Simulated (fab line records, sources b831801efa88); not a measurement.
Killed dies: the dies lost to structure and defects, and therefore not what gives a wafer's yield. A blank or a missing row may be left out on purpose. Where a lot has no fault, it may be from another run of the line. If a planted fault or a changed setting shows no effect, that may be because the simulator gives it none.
The tool behind it: which one? || flow sky130 || 11 lots with 33 wafers sampled at 3 steps, on a route of 708 steps

== WHAT EACH GAUGE READ, for each wafer ==
SKY_POLY_GATE_CD_MEAS_13: the cd target is 150 nm.
{"lot": "L542", "measured": "day 17 15:45", "on": "cd_sem-02", "cd_nm (nm)": "153.1 154.3 154.1"}
{"lot": "L541", "measured": "day 17 18:11", "on": "cd_sem-01", "cd_nm (nm)": "150.4 149.4 149.7"}
{"lot": "L543", "measured": "day 17 18:26", "on": "cd_sem-01", "cd_nm (nm)": "150.9 151.0 151.6"}
{"lot": "L544", "measured": "day 17 22:04", "on": "cd_sem-01", "cd_nm (nm)": "149.1 149.1 149.0"}
{"lot": "L546", "measured": "day 19 01:00", "on": "cd_sem-02", "cd_nm (nm)": "149.5 149.6 149.7"}
{"lot": "L549", "measured": "day 19 09:11", "on": "cd_sem-02", "cd_nm (nm)": "145.7 145.3 145.9"}
{"lot": "L550", "measured": "day 20 02:24", "on": "cd_sem-02", "cd_nm (nm)": "152.1 150.7 152.4"}
{"lot": "L552", "measured": "day 20 17:36", "on": "cd_sem-01", "cd_nm (nm)": "149.3 148.1 149.9"}
{"lot": "L553", "measured": "day 21 04:12", "on": "cd_sem-01", "cd_nm (nm)": "149.8 150.4 150.1"}
{"lot": "L562", "measured": "day 24 10:28", "on": "cd_sem-01", "cd_nm (nm)": "148.7 149.6 149.0"}
{"lot": "L563", "measured": "day 24 15:33", "on": "cd_sem-01", "cd_nm (nm)": "149.1 150.5 150.0"}

== WHAT TOOL EACH LOT RAN ON (gives the tool, then ch and the chambers of the sampled wafers, and finally the start) ==
{"lot": "L542", "SKY_RES_PROTECT_COAT_02": "litho_track-03 ch 0, day 15 19:17", "SKY_RES_PROTECT_STRIP_07": "plasma_asher-04 ch 0,1, day 16 09:52"}
{"lot": "L541", "SKY_RES_PROTECT_COAT_02": "litho_track-02 ch 0, day 15 19:28", "SKY_RES_PROTECT_STRIP_07": "plasma_asher-04 ch 0,1, day 16 10:08"}
{"lot": "L543", "SKY_RES_PROTECT_COAT_02": "litho_track-01 ch 0, day 15 21:22", "SKY_RES_PROTECT_STRIP_07": "plasma_asher-01 ch 0,1, day 16 11:23"}
{"lot": "L544", "SKY_RES_PROTECT_COAT_02": "litho_track-02 ch 0, day 15 23:53", "SKY_RES_PROTECT_STRIP_07": "plasma_asher-04 ch 0,1, day 16 13:41"}
{"lot": "L546", "SKY_RES_PROTECT_COAT_02": "litho_track-01 ch 0, day 17 00:25", "SKY_RES_PROTECT_STRIP_07": "plasma_asher-02 ch 1, day 17 15:29"}
{"lot": "L549", "SKY_RES_PROTECT_COAT_02": "litho_track-02 ch 0, day 17 11:01", "SKY_RES_PROTECT_STRIP_07": "plasma_asher-04 ch 0,1, day 18 00:58"}
{"lot": "L550", "SKY_RES_PROTECT_COAT_02": "litho_track-03 ch 0, day 18 02:13", "SKY_RES_PROTECT_STRIP_07": "plasma_asher-01 ch 0,1, day 18 18:29"}
{"lot": "L552", "SKY_RES_PROTECT_COAT_02": "litho_track-02 ch 0, day 18 19:37", "SKY_RES_PROTECT_STRIP_07": "plasma_asher-04 ch 0,1, day 19 09:48"}
{"lot": "L553", "SKY_RES_PROTECT_COAT_02": "litho_track-01 ch 0, day 19 04:53", "SKY_RES_PROTECT_STRIP_07": "plasma_asher-02 ch 0,1, day 19 20:17"}
{"lot": "L562", "SKY_RES_PROTECT_COAT_02": "litho_track-02 ch 0, day 22 11:26", "SKY_RES_PROTECT_STRIP_07": "plasma_asher-01 ch 0,1, day 23 03:01"}
{"lot": "L563", "SKY_RES_PROTECT_COAT_02": "litho_track-02 ch 0, day 22 17:14", "SKY_RES_PROTECT_STRIP_07": "plasma_asher-04 ch 0,1, day 23 08:06"}
- SKY_RES_PROTECT_COAT_02: resist thk 1140 nm.
- SKY_RES_PROTECT_STRIP_07: strips in O2/N2.

== THE ANSWER, worked out from the rows above alone ==
Rule: usual is defined by the lots themselves. The widest of any qualifying gaps counts: lots, ordered by their means at a reading, are off when they make up no more than a third of the lots, leave a main group of 4 or more, and stand apart from it by 3 or more times the standard deviation of that group's means. Not used: any main group whose means are identical at the precision the tables above print for the reading. A lot without any number at a reading at which 4 lots or more have one is off too. Any other lot the step has rows for is counted as sound.
Across all readings shown, no lot is off: no conclusion can be drawn from this.

== WHAT THE SIMULATOR HAD INSERTED ==
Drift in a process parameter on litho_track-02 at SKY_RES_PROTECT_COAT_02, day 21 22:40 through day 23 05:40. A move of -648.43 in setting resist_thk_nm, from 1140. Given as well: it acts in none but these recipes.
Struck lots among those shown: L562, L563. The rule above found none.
